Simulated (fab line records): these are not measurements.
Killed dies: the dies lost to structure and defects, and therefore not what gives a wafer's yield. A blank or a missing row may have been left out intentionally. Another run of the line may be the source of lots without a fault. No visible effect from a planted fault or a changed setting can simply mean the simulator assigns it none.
Which tool is to blame?	flow gf180mcu	12 lots with 36 wafers sampled at 3 steps, on a route of 602 steps

WHAT EACH GAUGE READ, for each wafer
GF_V3_THK_MEAS_03. Usual: V3_CVD_02_THK typically reads 847 nm, with standard deviation 13.
lot	measured	on	V3_CVD_02_THK (nm)	flag
L104	day 21 14:43	film-metro-03	816 824 836	
L105	day 22 03:12	film-metro-02	828 851 857	
L106	day 22 11:43	film-metro-01	838 860 853	
L107	day 22 19:58	film-metro-02	833 829 838	
L109	day 23 14:52	film-metro-02	855 844 861	
L112	day 24 18:24	film-metro-03	842 857 859	
L115	day 25 14:08	film-metro-03	838 840 849	
L116	day 26 00:38	film-metro-02	835 852 829	
L121	day 27 12:44	film-metro-02	853 843 854	
L123	day 28 01:47	film-metro-01	830 839 843	
L125	day 28 12:41	film-metro-03	826 852 844	
L126	day 28 23:17	film-metro-01	851 841 871	

GF_V3_BOW_MEAS_05. Usual: V3_BOW typically reads 119 um, with standard deviation 9.1.
lot	measured	on	V3_BOW (um)	flag
L104	day 21 15:05	film-metro-02	119 126 124	
L105	day 22 03:34	film-metro-03	110 102 113	
L106	day 22 12:05	film-metro-02	115 111 101	
L107	day 22 20:20	film-metro-02	124 119 123	
L109	day 23 15:13	film-metro-03	118 118 120	
L112	day 24 18:46	film-metro-01	108 118 119	
L115	day 25 14:29	film-metro-02	106 105 103	
L116	day 26 01:01	film-metro-03	108 117 116	
L121	day 27 13:06	film-metro-01	134 141 136	
L123	day 28 02:09	film-metro-02	113 113 115	
L125	day 28 13:04	film-metro-02	106 126 117	
L126	day 28 23:39	film-metro-01	128 129 127	

WHICH TOOL RAN EACH LOT (tool, then ch and the chambers of the sampled wafers, then the start)
lot	GF_M3_SPUTTER_00
L104	pvd-sputter-04, day 20 13:37
L105	pvd-sputter-02, day 21 02:19
L106	pvd-sputter-02, day 21 11:32
L107	pvd-sputter-02, day 21 19:25
L109	pvd-sputter-02, day 22 15:04
L112	pvd-sputter-03, day 23 19:10
L115	pvd-sputter-04, day 24 15:43
L116	pvd-sputter-04, day 25 02:05
L121	pvd-sputter-04, day 26 15:18
L123	pvd-sputter-04, day 27 04:22
L125	pvd-sputter-03, day 27 16:18
L126	pvd-sputter-04, day 28 03:19
- GF_M3_SPUTTER_00: material Ti, target thk 37.5 nm, time 150 s.

AS READ BY THE TOOLS THEMSELVES (means over the sampled wafers that have a number; for cases with no such wafer, the mark the record gives instead)
GF_M3_SPUTTER_00. Usual: throttle-valve-pct 29.9 %, standard deviation 1.1.
lot	tool	throttle-valve-pct (%)	flag
L104	pvd-sputter-04	30.7	
L105	pvd-sputter-02	29.2	
L106	pvd-sputter-02	29.8	
L107	pvd-sputter-02	29.6	
L109	pvd-sputter-02	28.4	
L112	pvd-sputter-03	30.1	
L115	pvd-sputter-04	30.2	
L116	pvd-sputter-04	29.8	
L121	pvd-sputter-04	29.6	
L123	pvd-sputter-04	29.9	
L125	pvd-sputter-03	30.8	
L126	pvd-sputter-04	29.8	

THE ANSWER, worked out from the rows above alone
Rule: lot off if the mean of its wafers having a number is beyond 3 standard deviations from the usual mean. A lot without any number at a reading at which 4 lots or more have one is off too. Where the step has rows for the other lots, those lots are counted as sound. The gauges are gone through in route order, then the tools' own readings, and for those a lot's mean is taken as printed above. The first step at which some lot is off is used, and at that step the reading that is off furthest; a lot without a number counts as furthest.
No lot is off on any of the readings shown, so nothing can be concluded from this.

WHAT HAD BEEN PUT IN BY THE SIMULATOR
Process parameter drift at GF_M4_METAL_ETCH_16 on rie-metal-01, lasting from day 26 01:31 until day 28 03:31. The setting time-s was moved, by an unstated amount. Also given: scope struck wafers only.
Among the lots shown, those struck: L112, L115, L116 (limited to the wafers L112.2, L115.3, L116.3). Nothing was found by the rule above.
